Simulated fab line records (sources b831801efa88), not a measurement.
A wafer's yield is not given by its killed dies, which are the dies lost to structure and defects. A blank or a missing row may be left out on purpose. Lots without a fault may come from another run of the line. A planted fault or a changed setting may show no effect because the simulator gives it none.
The tool behind it: which one? + flow sky130 + Sampling: 13 lots, 39 wafers, 5 of 708 route steps

== WHAT EACH GAUGE READ, for each wafer ==
SKY_VT_ADJUST_NCORE_CD_MEAS_07 targets a cd of 380 nm. Usual: cdNm at 379.4 nm, with a standard deviation of 2.7.
| lot  | measured     | on       | cdNm (nm)         | flag |
|------|--------------|----------|-------------------|------|
| L387 | day 8 12:31  | cdSem-01 | 380.9 382.7 381.4 |      |
| L388 | day 8 17:31  | cdSem-01 | 381.7 382.0 380.1 |      |
| L392 | day 11 03:48 | cdSem-01 | 373.9 376.1 373.5 |      |
| L394 | day 11 11:10 | cdSem-02 | 380.2 379.1 379.3 |      |
| L395 | day 11 11:35 | cdSem-02 | 384.3 385.7 385.2 |      |
| L397 | day 11 17:54 | cdSem-01 | 381.7 381.0 381.5 |      |
| L398 | day 11 18:34 | cdSem-02 | 377.2 374.3 378.1 |      |
| L399 | day 12 16:17 | cdSem-01 | 381.5 383.3 383.0 |      |
| L403 | day 13 15:10 | cdSem-02 | 378.0 382.0 379.1 |      |
| L405 | day 14 07:11 | cdSem-01 | 377.3 380.0 377.5 |      |
| L406 | day 14 10:53 | cdSem-02 | 378.9 378.6 381.2 |      |
| L407 | day 14 15:17 | cdSem-01 | 377.6 375.9 379.2 |      |
| L410 | day 15 14:47 | cdSem-01 | 379.1 379.2 379.9 |      |

SKY_VT_ADJUST_NCORE_OVL_MEAS_08. Usual: VT_ADJUST_NCORE_OVL gives -1.9 nm (standard deviation 1.6).
| lot  | measured     | on         | VT_ADJUST_NCORE_OVL (nm) | flag |
|------|--------------|------------|--------------------------|------|
| L387 | day 8 12:36  | overlay-02 | -1.3 -1.5 -1.6           |      |
| L388 | day 8 17:38  | overlay-01 | -3.2 -2.6 -3.1           |      |
| L392 | day 11 03:54 | overlay-01 | -1.1 -3.7 -1.7           |      |
| L394 | day 11 11:16 | overlay-02 | -1.1 -2.2 -1.7           |      |
| L395 | day 11 11:42 | overlay-01 | -1.7 -1.4 -0.3           |      |
| L397 | day 11 18:01 | overlay-02 | -1.5 -2.6 -3.1           |      |
| L398 | day 11 18:40 | overlay-02 | -1.9 -2.7 -3.3           |      |
| L399 | day 12 16:24 | overlay-02 | -2.8 -1.4 -3.1           |      |
| L403 | day 13 15:17 | overlay-02 | -4.4 -4.0 -4.8           |      |
| L405 | day 14 07:18 | overlay-02 | -1.3 0.5 -1.1            |      |
| L406 | day 14 11:00 | overlay-01 | -4.3 -3.5 -2.9           |      |
| L407 | day 14 15:24 | overlay-02 | 1.5 -1.4 -1.2            |      |
| L410 | day 15 14:52 | overlay-01 | -1.4 -1.7 -3.6           |      |

SKY_VT_ADJUST_HVTR_CD_MEAS_07 targets a cd of 380 nm. Usual: cdNm at 379.9 nm, with a standard deviation of 2.9.
| lot  | measured     | on       | cdNm (nm)         | flag |
|------|--------------|----------|-------------------|------|
| L387 | day 9 12:11  | cdSem-01 | 377.4 378.1 378.0 |      |
| L388 | day 9 17:08  | cdSem-01 | 382.4 379.7 381.3 |      |
| L392 | day 12 03:56 | cdSem-01 | 381.0 381.0 381.5 |      |
| L394 | day 12 12:16 | cdSem-01 | 381.3 383.1 381.8 |      |
| L395 | day 12 13:11 | cdSem-01 | 380.1 379.6 380.9 |      |
| L397 | day 12 19:21 | cdSem-01 | 382.0 381.9 386.1 |      |
| L398 | day 12 20:08 | cdSem-01 | 376.3 377.1 375.8 |      |
| L399 | day 13 19:07 | cdSem-02 | 385.9 384.0 385.8 |      |
| L403 | day 14 18:20 | cdSem-01 | 383.3 386.9 384.8 |      |
| L405 | day 15 09:24 | cdSem-01 | 394.3 391.6 390.2 | OFF  |
| L406 | day 15 13:25 | cdSem-01 | 392.9 392.8 392.2 | OFF  |
| L407 | day 15 17:52 | cdSem-01 | 393.4 392.0 389.4 | OFF  |
| L410 | day 16 19:35 | cdSem-01 | 383.7 380.1 386.0 |      |

== WHAT TOOL EACH LOT RAN ON (gives the tool, then ch and the chambers of the sampled wafers, and finally the start) ==
| lot  | SKY_VT_ADJUST_LVTN_STRIP_09         | SKY_VT_ADJUST_HVTR_EXPOSE_04       |
|------|-------------------------------------|------------------------------------|
| L387 | plasmaAsher-03 ch 0,1, day 6 20:33  | ilineStepper-02 ch 0, day 9 00:51  |
| L388 | plasmaAsher-04 ch 0, day 7 02:22    | ilineStepper-01 ch 0, day 9 06:13  |
| L392 | plasmaAsher-04 ch 0, day 9 05:40    | ilineStepper-01 ch 0, day 11 15:32 |
| L394 | plasmaAsher-02 ch 0,1, day 9 13:21  | ilineStepper-01 ch 0, day 12 00:07 |
| L395 | plasmaAsher-04 ch 0,1, day 9 13:34  | ilineStepper-02 ch 0, day 12 00:53 |
| L397 | plasmaAsher-03 ch 0,1, day 9 19:07  | ilineStepper-01 ch 0, day 12 06:48 |
| L398 | plasmaAsher-02 ch 0,1, day 9 19:18  | ilineStepper-02 ch 0, day 12 07:51 |
| L399 | plasmaAsher-02 ch 0,1, day 10 14:55 | ilineStepper-01 ch 0, day 13 06:28 |
| L403 | plasmaAsher-02 ch 0,1, day 11 11:40 | ilineStepper-01 ch 0, day 14 04:37 |
| L405 | plasmaAsher-02 ch 0,1, day 12 02:10 | ilineStepper-01 ch 0, day 14 20:48 |
| L406 | plasmaAsher-02 ch 0,1, day 12 06:22 | ilineStepper-01 ch 0, day 15 00:11 |
| L407 | plasmaAsher-04 ch 0,1, day 12 11:28 | ilineStepper-01 ch 0, day 15 04:14 |
| L410 | plasmaAsher-02 ch 0,1, day 13 09:33 | ilineStepper-02 ch 0, day 16 05:29 |
- SKY_VT_ADJUST_LVTN_STRIP_09: strips in O2/N2.
- SKY_VT_ADJUST_HVTR_EXPOSE_04: exposes mask HVTRM, target cd 380 nm.

== AS READ BY THE TOOLS THEMSELVES (means over the sampled wafers that have a number; for cases with no such wafer, the mark the record gives instead) ==
SKY_VT_ADJUST_LVTN_STRIP_09. Usual: drypumpMotorCurrentA 5.69 A, standard deviation 0.21; oesProductAu 0.722 a.u., standard deviation 0.0052; stripTimeToEndpointS 36.93 s, standard deviation 0.12.
| lot  | tool           | drypumpMotorCurrentA (A) | oesProductAu (a.u.) | stripTimeToEndpointS (s) | flag |
|------|----------------|--------------------------|---------------------|--------------------------|------|
| L387 | plasmaAsher-03 | 5.54                     | 0.723               | 36.93                    |      |
| L388 | plasmaAsher-04 | 5.69                     | 0.724               | 36.81                    |      |
| L392 | plasmaAsher-04 | 5.70                     | 0.724               | 36.93                    |      |
| L394 | plasmaAsher-02 | 5.84                     | 0.720               | 36.73                    |      |
| L395 | plasmaAsher-04 | 5.43                     | 0.719               | 37.02                    |      |
| L397 | plasmaAsher-03 | 5.52                     | 0.725               | 36.83                    |      |
| L398 | plasmaAsher-02 | 5.77                     | 0.726               | 36.86                    |      |
| L399 | plasmaAsher-02 | 5.85                     | 0.726               | 37.12                    |      |
| L403 | plasmaAsher-02 | 5.85                     | 0.723               | 37.02                    |      |
| L405 | plasmaAsher-02 | 5.86                     | 0.728               | 36.92                    |      |
| L406 | plasmaAsher-02 | 5.83                     | 0.722               | 37.04                    |      |
| L407 | plasmaAsher-04 | 5.44                     | 0.719               | 36.85                    |      |
| L410 | plasmaAsher-02 | 5.80                     | 0.720               | 37.18                    |      |

SKY_VT_ADJUST_HVTR_EXPOSE_04. Usual: exposureDoseMJCm2 at 149.94, with a standard deviation of 0.13.
| lot  | tool            | exposureDoseMJCm2 | flag |
|------|-----------------|-------------------|------|
| L387 | ilineStepper-02 | 149.98            |      |
| L388 | ilineStepper-01 | 150.07            |      |
| L392 | ilineStepper-01 | 149.92            |      |
| L394 | ilineStepper-01 | 149.87            |      |
| L395 | ilineStepper-02 | 149.88            |      |
| L397 | ilineStepper-01 | 149.91            |      |
| L398 | ilineStepper-02 | 149.85            |      |
| L399 | ilineStepper-01 | 149.75            |      |
| L403 | ilineStepper-01 | 149.90            |      |
| L405 | ilineStepper-01 | 156.82            | OFF  |
| L406 | ilineStepper-01 | 156.86            | OFF  |
| L407 | ilineStepper-01 | 156.88            | OFF  |
| L410 | ilineStepper-02 | 150.05            |      |

== THE ANSWER, worked out from the rows above alone ==
Rule: a lot is off if the mean of its wafers that have a number lies more than 3 standard deviations from the usual mean. A lot without any number at a reading at which 4 lots or more have one is off too. Any other lot the step has rows for is counted as sound. Order of review: gauges by route order, followed by the tools' own readings, for which a lot's mean as printed above is used. At the first step where some lot is off, the reading lying furthest off is the one used; lots without a number count as furthest.
Off, at SKY_VT_ADJUST_HVTR_CD_MEAS_07 on cdNm: L405, L406, L407.
If a tool, at a process step before that reading, ran all the lots that are off and no sound lot after the first of them, it fits. Not tried: the gauges at SKY_VT_ADJUST_HVTR_CD_MEAS_07; whatever is off there is also off at SKY_VT_ADJUST_HVTR_EXPOSE_04, on other tools, and gauge error can't account for it. One candidate fits, namely ilineStepper-01 at SKY_VT_ADJUST_HVTR_EXPOSE_04. A fault onset in the window from L403 (day 14 04:37, its last sound lot) to L405 (day 14 20:48, its first lot off) fits.
The tool's own readings at SKY_VT_ADJUST_HVTR_EXPOSE_04 bear it out: on the lots that are off they differ by more than 5 times the standard deviation of the sound lots' means. exposureDoseMJCm2 reads 156.85 there against 149.92 on the sound lots.

== WHAT WAS PUT IN BY THE SIMULATOR ==
Process parameter drift: ilineStepper-01, from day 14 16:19 on, at SKY_VT_ADJUST_HVTR_EXPOSE_04. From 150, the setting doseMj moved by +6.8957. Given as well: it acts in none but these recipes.
Shown lots that were struck: L405, L406, L407. The rule above reached the same finding.
